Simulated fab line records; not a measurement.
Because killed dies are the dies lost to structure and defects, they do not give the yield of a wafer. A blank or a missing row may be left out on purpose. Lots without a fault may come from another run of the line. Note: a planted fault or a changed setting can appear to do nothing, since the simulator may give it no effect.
fab line records + flow sky130
[record]
- lots = 11
- wafers = 33
- last-day = 50
route steps=708 shown VIA2@530 CAPM@539 METAL3@565 PAD_OPEN@708
lots untouched by any fault: they come from a run of this same line in which no faults occurred
start-h: start of the lot's first displayed wafer, in hours after the record's first day + wait-h: time in hours since the lot's previous step + " the same as in the row above + L1.1+2: one row covering several wafers at once + - either no value or no given start + * or withheld: withheld + < > ~ a bound
route shown NAME@n: a module of which the file shows steps, and the number in the route of the first + usual: the fault-free wafers' mean and standard deviation + same: alike in all rows + chamber/n: place in a boat + sites: each site's reading + _std_site: standard deviation across them + _edge_site: inner sites' mean taken away from outer sites' mean + radius-mm: for every site, how far away it sits from the centre of the wafer + mask NAME#n: copy n + behind: the most recent tool/chamber to have shaped the wafer + hold: the reason the lot was held/the length of the hold in hours/how it ended + device: names the non-switching transistor (n, p or np) + end of line: the route-end tests of the same wafers + step lacking rows: just its recipe + killed: dies that structure and defects cost at the first sort, which is not the same as the wafer's yield + map: per-die view of a wafer (x killed, . not killed, _ where there is no die)
set.NAME: the setting as run; set.NAME@STEP: as run at that earlier step + model.NAME: the simulator's own value behind a step, which no gauge read
steps of the route over a sample of lots; a table a step, a row a wafer
services: from which hour (start-h, from the record's first day; less than 0 if before it) a tool's chamber was out of use, for how many hours, and why
[[steps]]
[step SKY_VIA2_THK_MEAS_23]
[recipe]
- thk-meas-gauge = xrf
- reads = W_of_VIA2_CVD_21
[usual]
- VIA2_W_THK = 421/8.9
| lot.wafer | tool          | chamber | start-h | wait-h | VIA2_W_THK[nm] |
|-----------|---------------|---------|---------|--------|----------------|
| L890.1    | film-metro-01 | -       | 851.72  | 0.1    | 411            |
| L890.3    | "             | -       | "       | "      | 412            |
| L890.5    | "             | -       | "       | "      | 420            |
| L891.2    | film-metro-01 | -       | 853.73  | 0.1    | 415            |
| L891.3    | "             | -       | "       | "      | 414            |
| L891.6    | "             | -       | "       | "      | 419            |
| L893.1    | film-metro-01 | -       | 876.36  | 0.1    | 405            |
| L893.2    | "             | -       | "       | "      | 413            |
| L893.5    | "             | -       | "       | "      | 407            |
| L894.1    | film-metro-01 | -       | 885.31  | 0.1    | 401            |
| L894.2    | "             | -       | "       | "      | 404            |
| L894.3    | "             | -       | "       | "      | 403            |
| L895.1    | film-metro-01 | -       | 906.89  | 0.1    | 410            |
| L895.2    | "             | -       | "       | "      | 402            |
| L895.6    | "             | -       | "       | "      | 396            |
| L901.1    | film-metro-02 | -       | 940.87  | 0.1    | 420            |
| L901.5    | "             | -       | "       | "      | 424            |
| L901.6    | "             | -       | "       | "      | 425            |
| L902.2    | film-metro-04 | -       | 958.48  | 0.1    | 424            |
| L902.4    | "             | -       | "       | "      | 426            |
| L902.5    | "             | -       | "       | "      | 424            |
| L904.2    | film-metro-02 | -       | 962.83  | 0.1    | 427            |
| L904.3    | "             | -       | "       | "      | 434            |
| L904.6    | "             | -       | "       | "      | 430            |
| L905.1    | film-metro-04 | -       | 981.10  | 0.1    | 438            |
| L905.2    | "             | -       | "       | "      | 430            |
| L905.5    | "             | -       | "       | "      | 431            |
| L907.1    | film-metro-04 | -       | 982.42  | 0.1    | 437            |
| L907.2    | "             | -       | "       | "      | 426            |
| L907.5    | "             | -       | "       | "      | 430            |
| L912.3    | film-metro-04 | -       | 1006.44 | 0.1    | 432            |
| L912.4    | "             | -       | "       | "      | 433            |
| L912.5    | "             | -       | "       | "      | 436            |
[step SKY_CAPM_SPUTTER_02]
[recipe]
- material = TiN
- target-thk-nm = 200
- temp-c = 300
- power-w = 6500
- time-s = 166.7
- chamber-pressure-pa = 0.4
[usual]
- throttle-valve-pct = 29.7/1.2
| lot.wafer | tool           | chamber | start-h | wait-h | throttle-valve-pct |
|-----------|----------------|---------|---------|--------|--------------------|
| L890.1    | pvd-sputter-02 | -       | 852.53  | 0.1    | 28.2               |
| L890.3    | "              | -       | "       | "      | 30.6               |
| L890.5    | "              | -       | "       | "      | 28.1               |
| L891.2    | pvd-sputter-04 | -       | 854.32  | 0.0    | 30.4               |
| L891.3    | "              | -       | "       | "      | 28.4               |
| L891.6    | "              | -       | "       | "      | 28.6               |
| L893.1    | pvd-sputter-04 | -       | 876.96  | 0.1    | 29.0               |
| L893.2    | "              | -       | "       | "      | 30.5               |
| L893.5    | "              | -       | "       | "      | 28.4               |
| L894.1    | pvd-sputter-04 | -       | 885.90  | 0.1    | 30.3               |
| L894.2    | "              | -       | "       | "      | 28.6               |
| L894.3    | "              | -       | "       | "      | 31.3               |
| L895.1    | pvd-sputter-02 | -       | 907.57  | 0.1    | 30.4               |
| L895.2    | "              | -       | "       | "      | 28.8               |
| L895.6    | "              | -       | "       | "      | 29.1               |
| L901.1    | pvd-sputter-02 | -       | 941.68  | 0.1    | 30.1               |
| L901.5    | "              | -       | "       | "      | 28.1               |
| L901.6    | "              | -       | "       | "      | 28.7               |
| L902.2    | pvd-sputter-01 | -       | 959.15  | 0.0    | 31.2               |
| L902.4    | "              | -       | "       | "      | 31.3               |
| L902.5    | "              | -       | "       | "      | 31.3               |
| L904.2    | pvd-sputter-02 | -       | 963.42  | 0.0    | 28.2               |
| L904.3    | "              | -       | "       | "      | 30.6               |
| L904.6    | "              | -       | "       | "      | 30.5               |
| L905.1    | pvd-sputter-04 | -       | 981.69  | 0.1    | 28.2               |
| L905.2    | "              | -       | "       | "      | 28.9               |
| L905.5    | "              | -       | "       | "      | 31.1               |
| L907.1    | pvd-sputter-04 | -       | 983.01  | 0.1    | 30.6               |
| L907.2    | "              | -       | "       | "      | 28.4               |
| L907.5    | "              | -       | "       | "      | 28.8               |
| L912.3    | pvd-sputter-02 | -       | 1007.26 | 0.0    | 30.7               |
| L912.4    | "              | -       | "       | "      | 27.9               |
| L912.5    | "              | -       | "       | "      | 28.3               |
[step SKY_METAL3_DESCUM_15]
[recipe]
- chemistry = O2
- source-power-w = 150
- bias-power-w = 0
- pressure-mtorr = 10
- temp-c = 40
- time-s = 8
[usual]
- drypump-motor-current-A = 5.9/0.46
- oes-product-au = 1.003/0.016
| lot.wafer | tool         | chamber | start-h | wait-h | drypump-motor-current-A | oes-product-au | rf-hours-counter-h |
|-----------|--------------|---------|---------|--------|-------------------------|----------------|--------------------|
| L890.1    | rie-metal-01 | 0       | 905.07  | 0.0    | 5.7                     | 0.985          | 8                  |
| L890.3    | "            | 1       | "       | "      | 6.0                     | 1.002          | -                  |
| L890.5    | "            | 0       | "       | "      | 5.7                     | 0.984          | -                  |
| L891.2    | rie-metal-01 | 1       | 906.43  | 0.0    | 6.0                     | 1.003          | 13                 |
| L891.3    | "            | 0       | "       | "      | 5.7                     | 0.971          | -                  |
| L891.6    | "            | 1       | "       | "      | 6.0                     | 1.000          | -                  |
| L893.1    | rie-metal-02 | 1       | 927.73  | 0.0    | 5.9                     | 1.012          | 8                  |
| L893.2    | "            | 0       | "       | "      | 6.3                     | 1.019          | 1                  |
| L893.5    | "            | 0       | "       | "      | 6.2                     | 1.020          | -                  |
| L894.1    | rie-metal-01 | 1       | 936.67  | 0.0    | 6.0                     | 1.001          | 15                 |
| L894.2    | "            | 0       | "       | "      | 5.7                     | 0.972          | 10                 |
| L894.3    | "            | 1       | "       | "      | 6.0                     | 0.996          | -                  |
| L895.1    | rie-metal-04 | 0       | 957.17  | 0.0    | 5.0                     | 1.014          | 13                 |
| L895.2    | "            | 1       | "       | "      | 6.6                     | 0.995          | 7                  |
| L895.6    | "            | 0       | "       | "      | 5.0                     | 1.011          | -                  |
| L901.1    | rie-metal-02 | 0       | 990.12  | 0.0    | 6.2                     | 1.019          | 5                  |
| L901.5    | "            | 0       | "       | "      | 6.2                     | 1.008          | -                  |
| L901.6    | "            | 1       | "       | "      | 5.9                     | 1.007          | -                  |
| L902.2    | rie-metal-02 | 1       | 1007.33 | 0.0    | 5.9                     | 1.008          | 13                 |
| L902.4    | "            | 1       | "       | "      | 5.9                     | 1.008          | -                  |
| L902.5    | "            | 1       | "       | "      | 5.9                     | 1.008          | -                  |
| L904.2    | rie-metal-02 | 1       | 1010.32 | 0.0    | 5.8                     | 1.020          | 13                 |
| L904.3    | "            | 0       | "       | "      | 6.2                     | 1.028          | -                  |
| L904.6    | "            | 0       | "       | "      | 6.2                     | 1.024          | -                  |
| L905.1    | rie-metal-01 | 0       | 1028.32 | 0.0    | 5.7                     | 0.979          | 15                 |
| L905.2    | "            | 0       | "       | "      | 5.8                     | 0.993          | -                  |
| L905.5    | "            | 0       | "       | "      | 5.7                     | 0.992          | -                  |
| L907.1    | rie-metal-02 | 0       | 1029.92 | 0.0    | 6.2                     | 1.022          | 6                  |
| L907.2    | "            | 1       | "       | "      | 5.9                     | 1.016          | 14                 |
| L907.5    | "            | 0       | "       | "      | 6.2                     | 1.020          | -                  |
| L912.3    | rie-metal-04 | 1       | 1052.83 | 0.0    | 6.5                     | 0.987          | -                  |
| L912.4    | "            | 0       | "       | "      | 4.9                     | 1.004          | -                  |
| L912.5    | "            | 1       | "       | "      | 6.6                     | 0.992          | -                  |
[step SKY_METAL3_METAL_ETCH_18]
[recipe]
- target-depth-a = 8450
- stop-on = SiO2
- over-etch-frac = 0.3
- time-s = 183.1
- chemistry = Cl2/BCl3
- resist-sidewall-deg = 88
- pressure-mtorr = 10
- icp-w = 900
- bias-w = 48.5
- Cl2_flow_sccm = 60
- bcl3-flow-sccm = 30
[usual]
- drypump-motor-current-A = 5.9/0.51
- oes-product-au = 0.865/0.0077
- throttle-valve-pct = 22.264/0.0089
| lot.wafer | tool         | chamber | start-h | wait-h | drypump-motor-current-A | oes-product-au | rf-hours-counter-h | throttle-valve-pct |
|-----------|--------------|---------|---------|--------|-------------------------|----------------|--------------------|--------------------|
| L890.1    | rie-metal-02 | 1       | 905.22  | 0.0    | 5.9                     | 0.870          | 7                  | 22.253             |
| L890.3    | "            | 1       | "       | "      | 5.9                     | 0.871          | -                  | 22.256             |
| L890.5    | "            | 1       | "       | "      | 5.9                     | 0.875          | -                  | 22.258             |
| L891.2    | rie-metal-02 | 1       | 906.58  | 0.0    | 5.9                     | 0.863          | 8                  | 22.260             |
| L891.3    | "            | 1       | "       | "      | 5.9                     | 0.864          | -                  | 22.273             |
| L891.6    | "            | 0       | "       | "      | 6.2                     | 0.862          | -                  | 22.250             |
| L893.1    | rie-metal-01 | 0       | 927.88  | 0.0    | 5.7                     | 0.872          | 9                  | 22.275             |
| L893.2    | "            | 1       | "       | "      | 6.0                     | 0.874          | 14                 | 22.277             |
| L893.5    | "            | 1       | "       | "      | 6.0                     | 0.879          | -                  | 22.268             |
| L894.1    | rie-metal-02 | 0       | 936.81  | 0.0    | 6.2                     | 0.881          | 2                  | 22.241             |
| L894.2    | "            | 1       | "       | "      | 5.9                     | 0.873          | 9                  | 22.258             |
| L894.3    | "            | 1       | "       | "      | 5.9                     | 0.863          | -                  | 22.273             |
| L895.1    | rie-metal-02 | 1       | 957.31  | 0.0    | 5.9                     | 0.874          | 10                 | 22.276             |
| L895.2    | "            | 0       | "       | "      | 6.2                     | 0.865          | 2                  | 22.259             |
| L895.6    | "            | 1       | "       | "      | 5.8                     | 0.872          | -                  | 22.268             |
| L901.1    | rie-metal-04 | 0       | 990.27  | 0.0    | 5.0                     | 0.862          | 15                 | 22.247             |
| L901.5    | "            | 1       | "       | "      | 6.5                     | 0.869          | -                  | 22.264             |
| L901.6    | "            | 0       | "       | "      | 4.9                     | 0.871          | -                  | 22.273             |
| L902.2    | rie-metal-04 | 0       | 1007.48 | 0.0    | 4.9                     | 0.866          | 16                 | 22.262             |
| L902.4    | "            | 1       | "       | "      | 6.5                     | 0.870          | -                  | 22.264             |
| L902.5    | "            | 1       | "       | "      | 6.5                     | 0.852          | -                  | 22.260             |
| L904.2    | rie-metal-01 | 0       | 1010.47 | 0.0    | 5.7                     | 0.854          | 13                 | 22.254             |
| L904.3    | "            | 0       | "       | "      | 5.7                     | 0.865          | -                  | 22.256             |
| L904.6    | "            | 0       | "       | "      | 5.7                     | 0.856          | -                  | 22.245             |
| L905.1    | rie-metal-02 | 0       | 1028.60 | 0.0    | 6.3                     | 0.867          | 6                  | 22.274             |
| L905.2    | "            | 1       | "       | "      | 5.8                     | 0.867          | 14                 | 22.261             |
| L905.5    | "            | 1       | "       | "      | 5.9                     | 0.869          | -                  | 22.284             |
| L907.1    | rie-metal-01 | 0       | 1030.07 | 0.0    | 5.7                     | 0.848          | 16                 | 22.267             |
| L907.2    | "            | 0       | "       | "      | 5.7                     | 0.862          | -                  | 22.264             |
| L907.5    | "            | 0       | "       | "      | 5.7                     | 0.853          | -                  | 22.260             |
| L912.3    | rie-metal-02 | 1       | 1053.09 | 0.1    | 5.9                     | 0.850          | -                  | 22.259             |
| L912.4    | "            | 1       | "       | "      | 5.9                     | 0.863          | -                  | 22.266             |
| L912.5    | "            | 1       | "       | "      | 5.9                     | 0.880          | -                  | 22.267             |
[step SKY_METAL3_STRIP_19]
[recipe]
- chemistry = O2/N2
- power-w = 1400
- pressure-mtorr = 1500
- platen-temp-c = withheld
- o2-flow-sccm = 3000
- n2-flow-sccm = 300
- overash-fraction = 0.5
[usual]
- drypump-motor-current-A = 6.00/0.24
- oes-product-au = 0.500/0.0068
- strip-time-to-endpoint-s = 6.50/0.12
| lot.wafer | tool            | chamber | start-h | wait-h | drypump-motor-current-A | oes-product-au | rf-hours-counter-h | strip-time-to-endpoint-s |
|-----------|-----------------|---------|---------|--------|-------------------------|----------------|--------------------|--------------------------|
| L890.1    | plasma-asher-03 | 1       | 905.58  | 0.3    | 6.29                    | 0.493          | 111                | 6.55                     |
| L890.3    | "               | 1       | "       | "      | 6.27                    | 0.504          | -                  | 6.53                     |
| L890.5    | "               | 1       | "       | "      | 6.28                    | 0.500          | -                  | 6.49                     |
| L891.2    | plasma-asher-03 | 0       | 906.76  | 0.1    | 6.17                    | 0.501          | 111                | 6.50                     |
| L891.3    | "               | 1       | "       | "      | 6.29                    | 0.502          | -                  | 6.47                     |
| L891.6    | "               | 1       | "       | "      | 6.27                    | 0.490          | -                  | 6.35                     |
| L893.1    | plasma-asher-03 | 0       | 928.06  | 0.1    | 6.17                    | 0.509          | 113                | 6.70                     |
| L893.2    | "               | 1       | "       | "      | 6.28                    | 0.494          | 113                | 6.52                     |
| L893.5    | "               | 1       | "       | "      | 6.30                    | 0.501          | -                  | 6.52                     |
| L894.1    | plasma-asher-03 | 0       | 936.99  | 0.1    | 6.20                    | 0.502          | 114                | 6.39                     |
| L894.2    | "               | 1       | "       | "      | 6.27                    | 0.494          | 114                | 6.46                     |
| L894.3    | "               | 0       | "       | "      | 6.21                    | 0.500          | -                  | 6.44                     |
| L895.1    | plasma-asher-03 | 0       | 957.49  | 0.1    | 6.14                    | 0.501          | 116                | 6.46                     |
| L895.2    | "               | 1       | "       | "      | 6.28                    | 0.495          | 116                | 6.40                     |
| L895.6    | "               | 1       | "       | "      | 6.26                    | 0.503          | -                  | 6.46                     |
| L901.1    | plasma-asher-04 | 1       | 990.45  | 0.1    | 5.54                    | 0.537          | 23                 | 7.38                     |
| L901.5    | "               | 0       | "       | "      | 5.99                    | 0.497          | -                  | 6.58                     |
| L901.6    | "               | 1       | "       | "      | 5.55                    | 0.531          | -                  | 7.35                     |
| L902.2    | plasma-asher-03 | 0       | 1007.66 | 0.1    | 6.18                    | 0.531          | 121                | 7.35                     |
| L902.4    | "               | 1       | "       | "      | 6.26                    | 0.498          | -                  | 6.61                     |
| L902.5    | "               | 1       | "       | "      | 6.27                    | 0.497          | -                  | 6.63                     |
| L904.2    | plasma-asher-02 | 1       | 1010.65 | 0.1    | 5.77                    | 0.517          | 57                 | 6.78                     |
| L904.3    | "               | 0       | "       | "      | 5.81                    | 0.519          | -                  | 6.80                     |
| L904.6    | "               | 1       | "       | "      | 5.77                    | 0.510          | -                  | 6.75                     |
| L905.1    | plasma-asher-03 | 1       | 1028.77 | 0.1    | 6.28                    | 0.495          | 123                | 6.46                     |
| L905.2    | "               | 0       | "       | "      | 6.13                    | 0.498          | 123                | 6.45                     |
| L905.5    | "               | 1       | "       | "      | 6.27                    | 0.504          | -                  | 6.48                     |
| L907.1    | plasma-asher-04 | 1       | 1030.43 | 0.3    | 5.54                    | 0.512          | 27                 | 6.80                     |
| L907.2    | "               | 0       | "       | "      | 5.98                    | 0.512          | 27                 | 6.77                     |
| L907.5    | "               | 0       | "       | "      | 5.98                    | 0.509          | -                  | 6.72                     |
| L912.3    | plasma-asher-03 | 1       | 1053.36 | 0.2    | 6.25                    | 0.495          | -                  | 6.36                     |
| L912.4    | "               | 0       | "       | "      | 6.13                    | 0.492          | -                  | 6.32                     |
| L912.5    | "               | 0       | "       | "      | 6.14                    | 0.492          | -                  | 6.34                     |
[step SKY_PAD_OPEN_PROBE_99]
[usual]
- defect-limited-yield = 82.4/1.9
- killed_at_M0_to_M3 = 44/6.5
- killed_at_M4_up = 3.0/1.5
- killed-at-contacts = 25/5.1
- killed-at-front-end = 14/4.1
- killed-at-other = 0.3/0.57
- killed-dies = 87/9.5
- killed-on-rim = 17/3.9
- killed-open = 48/6.8
- killed-short = 39/6.2
- sort_bin_3_pad_short = 0.8/0.42
- sort_bin_5_function = 10.4/1.4
- sort_bin_6_memory = 6.3/1.2
- sort-n-pass = 405/9.5
- sort-yield-pct = 82.4/1.9
[same]
- gross-dies = 492
- killed-at-back-side = 0
- sort_bin_4_leakage[%] = 0
- sort_bin_8_speed[%] = 0
| lot.wafer | tool      | chamber | start-h | wait-h | defect-limited-yield[%] | killed_at_M0_to_M3 | killed_at_M4_up | killed-at-contacts | killed-at-front-end | killed-at-other | killed-dies | killed-on-rim | killed-open | killed-short | sort_bin_3_pad_short[%] | sort_bin_5_function[%] | sort_bin_6_memory[%] | sort-n-pass | sort-yield-pct[%] |
|-----------|-----------|---------|---------|--------|-------------------------|--------------------|-----------------|--------------------|---------------------|-----------------|-------------|---------------|-------------|--------------|-------------------------|------------------------|----------------------|-------------|-------------------|
| L893.1    | prober-02 | -       | 1094.33 | 0.1    | 81.1                    | 41                 | 2               | 37                 | 13                  | 0               | 93          | 16            | 46          | 47           | 0.8                     | 10.6                   | 7.5                  | 399         | 81.1              |
| L893.2    | prober-02 | -       | 1094.38 | 0.1    | 81.7                    | 44                 | 2               | 23                 | 21                  | 0               | 90          | 13            | 53          | 37           | 0.8                     | 11.6                   | 5.9                  | 402         | 81.7              |
| L893.5    | prober-02 | -       | 1094.53 | 0.2    | 80.5                    | 61                 | 3               | 18                 | 13                  | 1               | 96          | 22            | 47          | 49           | 1.6                     | 11.2                   | 6.7                  | 396         | 80.5              |
| L894.1    | prober-02 | -       | 1104.67 | 0.1    | 82.9                    | 41                 | 3               | 30                 | 10                  | 0               | 84          | 18            | 48          | 36           | 1.0                     | 9.3                    | 6.7                  | 408         | 82.9              |
| L894.2    | prober-02 | -       | 1104.72 | 0.1    | 81.9                    | 48                 | 3               | 25                 | 12                  | 1               | 89          | 16            | 47          | 41           | 1.2                     | 10.8                   | 6.1                  | 403         | 81.9              |
| L894.3    | prober-02 | -       | 1104.77 | 0.2    | 82.5                    | 43                 | 3               | 25                 | 14                  | 1               | 86          | 14            | 52          | 34           | 0.2                     | 11.2                   | 6.1                  | 406         | 82.5              |
| L901.1    | prober-01 | -       | 1148.00 | 0.1    | 82.7                    | 42                 | 3               | 25                 | 14                  | 1               | 85          | 13            | 48          | 36           | 0.2                     | 10.0                   | 7.1                  | 407         | 82.7              |
| L901.5    | prober-01 | -       | 1148.20 | 0.2    | 83.1                    | 41                 | 5               | 21                 | 16                  | 0               | 83          | 20            | 46          | 37           | 1.2                     | 12.0                   | 3.7                  | 409         | 83.1              |
| L901.6    | prober-01 | -       | 1148.25 | 0.2    | 82.3                    | 45                 | 4               | 30                 | 8                   | 0               | 87          | 13            | 48          | 38           | 0.8                     | 10.8                   | 6.1                  | 405         | 82.3              |
| L902.2    | prober-01 | -       | 1163.51 | 0.1    | 84.1                    | 39                 | 4               | 25                 | 9                   | 1               | 78          | 16            | 34          | 41           | 0.6                     | 10.4                   | 4.9                  | 414         | 84.1              |
| L902.4    | prober-01 | -       | 1163.61 | 0.2    | 83.5                    | 41                 | 5               | 25                 | 10                  | 0               | 81          | 17            | 47          | 32           | 0.6                     | 9.6                    | 6.3                  | 411         | 83.5              |
| L902.5    | prober-01 | -       | 1163.66 | 0.2    | 82.9                    | 39                 | 5               | 21                 | 19                  | 0               | 84          | 19            | 38          | 44           | 0.4                     | 10.6                   | 6.1                  | 408         | 82.9              |
| L904.2    | prober-02 | -       | 1164.81 | 0.1    | 81.7                    | 46                 | 1               | 28                 | 15                  | 0               | 90          | 15            | 58          | 32           | 0.8                     | 11.6                   | 5.9                  | 402         | 81.7              |
| L904.3    | prober-02 | -       | 1164.86 | 0.2    | 81.3                    | 45                 | 4               | 26                 | 16                  | 1               | 92          | 19            | 46          | 46           | 0.8                     | 12.8                   | 5.1                  | 400         | 81.3              |
| L904.6    | prober-02 | -       | 1165.01 | 0.2    | 78.9                    | 57                 | 6               | 20                 | 21                  | 0               | 104         | 23            | 54          | 50           | 0.8                     | 13.4                   | 6.9                  | 388         | 78.9              |
| L905.1    | prober-02 | -       | 1178.88 | 0.1    | 80.9                    | 46                 | 3               | 25                 | 19                  | 1               | 94          | 26            | 46          | 48           | 1.0                     | 10.2                   | 7.9                  | 398         | 80.9              |
| L905.2    | prober-02 | -       | 1178.93 | 0.1    | 81.5                    | 50                 | 1               | 25                 | 14                  | 1               | 91          | 20            | 58          | 33           | 0.4                     | 9.3                    | 8.7                  | 401         | 81.5              |
| L905.5    | prober-02 | -       | 1179.08 | 0.2    | 79.3                    | 48                 | 3               | 25                 | 25                  | 1               | 102         | 25            | 56          | 45           | 1.4                     | 12.4                   | 6.9                  | 390         | 79.3              |
// killed by level:class
L893.1 CONTACT:geometric-particle:open=14 VIA1:geometric-particle:open=10 LOCAL_INTERCONNECT:geometric-particle:short=9 METAL2:geometric-particle:short=9 VIA3:geometric-particle:open=7 LI_CONTACT:geometric-particle:open=6 CONTACT:geometric-particle:short=6 METAL1:geometric-particle:short=6
L893.2 POLY_GATE:geometric-particle:open=9 METAL2:geometric-particle:short=9 VIA3:geometric-particle:open=8 CONTACT:geometric-particle:open=7 VIA1:geometric-particle:open=6 LI_CONTACT:geometric-particle:open=5 CONTACT:geometric-particle:short=5 VIA2:geometric-particle:open=5
L893.5 VIA1:geometric-particle:open=10 VIA2:geometric-particle:open=10 METAL1:geometric-particle:short=9 VIA3:geometric-particle:open=8 METAL2:geometric-particle:short=6 POLY_GATE:geometric-particle:short=5 VIA3:geometric-particle:short=5 POLY_GATE:geometric-particle:open=4
L894.1 CONTACT:geometric-particle:open=11 VIA2:geometric-particle:open=10 LI_CONTACT:geometric-particle:open=8 CONTACT:geometric-particle:short=7 VIA1:geometric-particle:short=7 VIA1:geometric-particle:open=5 VIA3:geometric-particle:open=5 METAL2:geometric-particle:short=4
L894.2 VIA1:geometric-particle:open=9 LI_CONTACT:geometric-particle:open=8 METAL1:geometric-particle:short=8 CONTACT:geometric-particle:open=8 VIA2:geometric-particle:open=8 FIELD_ISO:geometric-particle:short=6 VIA3:geometric-particle:open=6 VIA1:geometric-particle:short=5
L894.3 VIA1:geometric-particle:open=12 LI_CONTACT:geometric-particle:open=10 CONTACT:geometric-particle:open=9 VIA2:geometric-particle:open=6 METAL2:geometric-particle:short=5 VIA1:geometric-particle:short=4 VIA2:geometric-particle:short=4 VIA3:geometric-particle:open=3
L901.1 LI_CONTACT:geometric-particle:open=11 VIA1:geometric-particle:open=7 VIA3:geometric-particle:open=7 METAL1:geometric-particle:short=6 VIA3:geometric-particle:short=6 FIELD_ISO:geometric-particle:open=5 CONTACT:geometric-particle:open=5 METAL3:geometric-particle:short=5
L901.5 VIA3:geometric-particle:open=11 CONTACT:geometric-particle:short=7 LI_CONTACT:geometric-particle:open=6 METAL1:geometric-particle:short=6 CONTACT:geometric-particle:open=5 METAL1:geometric-particle:open=5 FIELD_ISO:geometric-particle:short=4 FIELD_ISO:geometric-particle:open=4
L901.6 LI_CONTACT:geometric-particle:open=12 VIA1:geometric-particle:open=9 METAL1:geometric-particle:short=8 CONTACT:geometric-particle:open=6 VIA3:geometric-particle:open=6 LI_CONTACT:geometric-particle:short=5 METAL2:geometric-particle:short=5 LOCAL_INTERCONNECT:geometric-particle:short=4
L902.2 VIA1:geometric-particle:open=11 CONTACT:geometric-particle:open=8 FIELD_ISO:geometric-particle:short=5 LI_CONTACT:geometric-particle:short=5 CONTACT:geometric-particle:short=5 VIA2:geometric-particle:open=5 VIA3:geometric-particle:open=4 LOCAL_INTERCONNECT:geometric-particle:short=4
L902.4 VIA1:geometric-particle:open=13 LI_CONTACT:geometric-particle:open=8 CONTACT:geometric-particle:open=8 LOCAL_INTERCONNECT:geometric-particle:short=5 VIA1:geometric-particle:short=5 VIA2:geometric-particle:open=5 VIA3:geometric-particle:open=4 METAL1:geometric-particle:short=4
L902.5 VIA1:geometric-particle:open=6 VIA2:geometric-particle:open=6 VIA3:geometric-particle:open=6 LI_CONTACT:geometric-particle:open=5 METAL2:geometric-particle:short=5 FIELD_ISO:geometric-particle:short=4 POLY_GATE:geometric-particle:short=4 SPACER:geometric-particle:short=4
L904.2 VIA3:geometric-particle:open=11 CONTACT:geometric-particle:open=11 VIA2:geometric-particle:open=9 POLY_GATE:geometric-particle:open=7 VIA1:geometric-particle:open=7 CONTACT:geometric-particle:short=5 METAL2:geometric-particle:short=5 LI_CONTACT:geometric-particle:short=4
L904.3 VIA1:geometric-particle:open=11 CONTACT:geometric-particle:open=10 LOCAL_INTERCONNECT:geometric-particle:short=8 VIA3:geometric-particle:open=7 VIA2:geometric-particle:open=6 FIELD_ISO:geometric-particle:short=5 METAL1:geometric-particle:short=5 CONTACT:geometric-particle:short=5
L904.6 VIA1:geometric-particle:open=12 CONTACT:geometric-particle:open=9 VIA1:geometric-particle:short=9 VIA2:geometric-particle:open=8 FIELD_ISO:geometric-particle:open=7 CONTACT:geometric-particle:short=7 FIELD_ISO:geometric-particle:short=6 METAL1:geometric-particle:short=6
L905.1 VIA1:geometric-particle:open=11 METAL1:geometric-particle:short=10 CONTACT:geometric-particle:open=9 LI_CONTACT:geometric-particle:open=6 CONTACT:geometric-particle:short=6 VIA3:geometric-particle:open=6 FIELD_ISO:geometric-particle:open=5 FIELD_ISO:geometric-particle:short=5
L905.2 VIA1:geometric-particle:open=15 VIA2:geometric-particle:open=11 LI_CONTACT:geometric-particle:open=10 FIELD_ISO:geometric-particle:open=6 METAL2:geometric-particle:short=5 CONTACT:geometric-particle:open=5 VIA3:geometric-particle:open=4 CONTACT:geometric-particle:short=4
L905.5 VIA1:geometric-particle:open=16 CONTACT:geometric-particle:open=8 FIELD_ISO:geometric-particle:open=7 LI_CONTACT:geometric-particle:open=7 VIA2:geometric-particle:open=7 FIELD_ISO:geometric-particle:short=6 METAL2:geometric-particle:short=6 POLY_GATE:geometric-particle:short=6
[[services]]
| tool            | chamber | start-h | hours | kind                   |
|-----------------|---------|---------|-------|------------------------|
| rie-metal-01    | 1       | 831.32  | 18.4  | repair                 |
| pvd-sputter-04  | 3       | 832.59  | -     | consumable-replace:kit |
| pvd-sputter-04  | 3       | 832.59  | 18.0  | scheduled-down         |
| pvd-sputter-04  | 3       | 832.59  | 18.0  | vent-cycle             |
| pvd-sputter-02  | 1       | 853.32  | -     | consumable-replace:kit |
| pvd-sputter-02  | 1       | 853.32  | 18.0  | scheduled-down         |
| pvd-sputter-02  | -       | 873.42  | 7.8   | repair                 |
| pvd-sputter-01  | -       | 878.72  | 3.2   | repair                 |
| rie-metal-01    | -       | 878.92  | 0.6   | repair                 |
| rie-metal-02    | 0       | 885.18  | -     | clean                  |
| rie-metal-02    | 0       | 885.18  | 21.0  | scheduled-down         |
| rie-metal-02    | 0       | 885.18  | 21.0  | vent-cycle             |
| pvd-sputter-02  | -       | 889.55  | 9.2   | repair                 |
| pvd-sputter-01  | -       | 916.74  | 4.8   | repair                 |
| plasma-asher-02 | -       | 917.19  | 4.8   | repair                 |
| rie-metal-02    | -       | 936.99  | 10.0  | pm                     |
| plasma-asher-04 | -       | 940.69  | 14.6  | pm                     |
| rie-metal-01    | 1       | 1011.06 | -     | clean                  |
| rie-metal-01    | 1       | 1011.06 | 22.6  | scheduled-down         |
| rie-metal-01    | 1       | 1011.06 | 22.6  | vent-cycle             |
| pvd-sputter-04  | -       | 1023.68 | 0.9   | repair                 |
| rie-metal-04    | -       | 1033.76 | 0.1   | repair                 |
| rie-metal-01    | -       | 1040.26 | 28.1  | pm                     |
| rie-metal-02    | 0       | 1052.77 | 5.5   | repair                 |
[[key]]
[first-sign]
- step = SKY_METAL3_STRIP_19
- reading = strip-time-to-endpoint-s
- direction = up
- sigmas = 6.9
- usual = *
- struck = *
[effect]
- step = SKY_METAL3_STRIP_19
- reading = oes-product-au
- direction = up
- sigmas = 4.8
- usual = 0.500
- struck = 0.533
met-at SKY_METAL3_METAL_ETCH_18
struck-lots L901,L902
struck-wafers L901.1,L901.6,L902.2
not-acting-at SKY_VIA2_THK_MEAS_23,SKY_CAPM_SPUTTER_02,SKY_METAL3_DESCUM_15
[fault]
- kind = process-parameter-drift
- tool = rie-metal-04
- chamber = 0
- onset-h = 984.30
- steps = SKY_METAL3_METAL_ETCH_18
- channel = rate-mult
- offset = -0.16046
- shape = step
- end-h = 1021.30
